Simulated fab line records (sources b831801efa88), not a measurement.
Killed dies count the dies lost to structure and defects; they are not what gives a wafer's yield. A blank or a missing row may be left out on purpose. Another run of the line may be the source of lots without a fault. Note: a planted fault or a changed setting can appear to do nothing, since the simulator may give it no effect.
Which tool was responsible? | flow sky130 | 6 lots with 18 wafers sampled at 3 steps, on a route of 708 steps

== WHAT THE GAUGES READ, wafer by wafer ==
SKY_LDD_HVP_OVL_MEAS_07.
lot  | measured     | on         | LDD_HVP_OVL (nm)
L601 | day 22 09:11 | overlay-02 | 0.1 0.1 -1.6
L607 | day 24 10:48 | overlay-02 | 1.4 1.8 -0.6
L611 | day 25 21:45 | overlay-02 | 0.7 -0.7 1.6
L613 | day 26 08:26 | overlay-02 | - - -
L615 | day 26 23:21 | overlay-02 | 1.3 0.8 1.9
L623 | day 29 16:26 | overlay-02 | -0.4 0.9 -0.8

== TOOL THAT RAN EACH LOT (tool first, then ch and the chambers of the sampled wafers, then the start) ==
lot  | SKY_FIELD_ISO_ETCH_14             | SKY_LDD_HVP_COAT_02
L601 | rie diel-01 ch 0,1, day 2 12:05   | litho track-01 ch 0, day 21 17:10
L607 | rie diel-03 ch 0,2,3, day 3 17:47 | litho track-04 ch 0, day 23 18:44
L611 | rie diel-02 ch 0,3, day 4 16:05   | litho track-03 ch 0, day 25 06:56
L613 | rie diel-03 ch 1,2, day 5 00:00   | litho track-04, day 25 18:22
L615 | rie diel-01 ch 0,2,3, day 5 12:50 | litho track-03 ch 0, day 26 08:26
L623 | rie diel-02 ch 2,3, day 7 06:26   | litho track-03 ch 0, day 29 01:59
- SKY_FIELD_ISO_ETCH_14: etches BARC in N2/H2, stops on SiO2, time 45.9 s, target depth 60 nm.
- SKY_LDD_HVP_COAT_02: resist thk 300 nm.

== THE ANSWER, worked out from the rows above alone ==
Rule: the lots themselves supply what counts as usual. Put in order of their means at a reading, lots are off if they are a third of the lots or fewer, leave a main group of 4 or more, and stand apart from it by a gap of 3 or more times the standard deviation of the main group's means; of several such gaps the widest counts. If all means in a main group match to the digits the tables above print for the reading, that group is not used. Also off: a lot with no number at a reading for which 4 or more lots have one. The other lots that the step has rows for count as sound.
Off: L613, seen at SKY_LDD_HVP_OVL_MEAS_07 (LDD_HVP_OVL). Without a number there: L613. The main group has a mean of 0.4 nm with a standard deviation of 0.65.
If a tool, at a process step before that reading, ran all the lots that are off and no sound lot after the first of them, it fits. The gauges at SKY_LDD_HVP_OVL_MEAS_07 are tried like those tools. This does not decide it: 2 tools fit, namely rie diel-03 at SKY_FIELD_ISO_ETCH_14 and litho track-04 at SKY_LDD_HVP_COAT_02.

== WHAT THE SIMULATOR PUT IN ==
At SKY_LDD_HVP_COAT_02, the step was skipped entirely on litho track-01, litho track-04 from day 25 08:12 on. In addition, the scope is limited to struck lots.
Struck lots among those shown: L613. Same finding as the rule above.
